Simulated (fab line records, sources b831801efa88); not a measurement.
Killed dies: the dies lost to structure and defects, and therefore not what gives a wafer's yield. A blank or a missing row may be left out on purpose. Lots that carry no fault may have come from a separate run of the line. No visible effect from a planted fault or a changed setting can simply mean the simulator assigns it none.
Matching of chambers / flow gf180mcu / 4 sister chambers for GF_V2_CMP_04 on cmp-01
The step polishes SiO2. 4 wafers are shown with their chamber, then 9 later ones without.

EACH WAFER AND ITS CHAMBER
wafer=L474.2; chamber=2; motor current A (A)=12.4
wafer=L478.2; chamber=1; motor current A (A)=11.8
wafer=L478.5; chamber=0; motor current A (A)=10.3
wafer=L478.6; chamber=3; motor current A (A)=14.3

WAFERS WITH NO CHAMBER GIVEN
wafer=L480.3; motor current A (A)=14.1
wafer=L480.4; motor current A (A)=10.0
wafer=L480.6; motor current A (A)=12.2
wafer=L482.2; motor current A (A)=13.9
wafer=L482.4; motor current A (A)=10.6
wafer=L482.6; motor current A (A)=12.2
wafer=L490.2; motor current A (A)=12.5
wafer=L490.5; motor current A (A)=14.7
wafer=L490.6; motor current A (A)=13.0

CHAMBER TAKEN BY EACH
wafer=L480.3; from the rows above=3; in truth=3
wafer=L480.4; from the rows above=0; in truth=0
wafer=L480.6; from the rows above=can't be placed: 2 or 1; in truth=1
wafer=L482.2; from the rows above=3; in truth=3
wafer=L482.4; from the rows above=0; in truth=0
wafer=L482.6; from the rows above=can't be placed: 2 or 1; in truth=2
wafer=L490.2; from the rows above=can't be placed: 2 or 1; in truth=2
wafer=L490.5; from the rows above=3; in truth=3
wafer=L490.6; from the rows above=can't be placed: 2 or 1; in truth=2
Correct placement for 5 of the 9. Cannot be placed on the basis of these rows: 4; the candidates contain the true chamber in 4. Number placed wrongly: 0.
How it was worked out, from the rows above alone: a wafer's distance from a chamber is the root of the sum, over the readings, of the square of ((its reading less the chamber's mean) divided by the reading's scatter). If the next closest chamber is less than 2 further off than the closest, the wafer can't be placed; otherwise it belongs to the closest. A chamber's mean is the mean of its shown wafers. The scatter (one wafer shown for each chamber): square how far every hidden wafer sits from the nearest shown wafer, average those squares and take the square root.
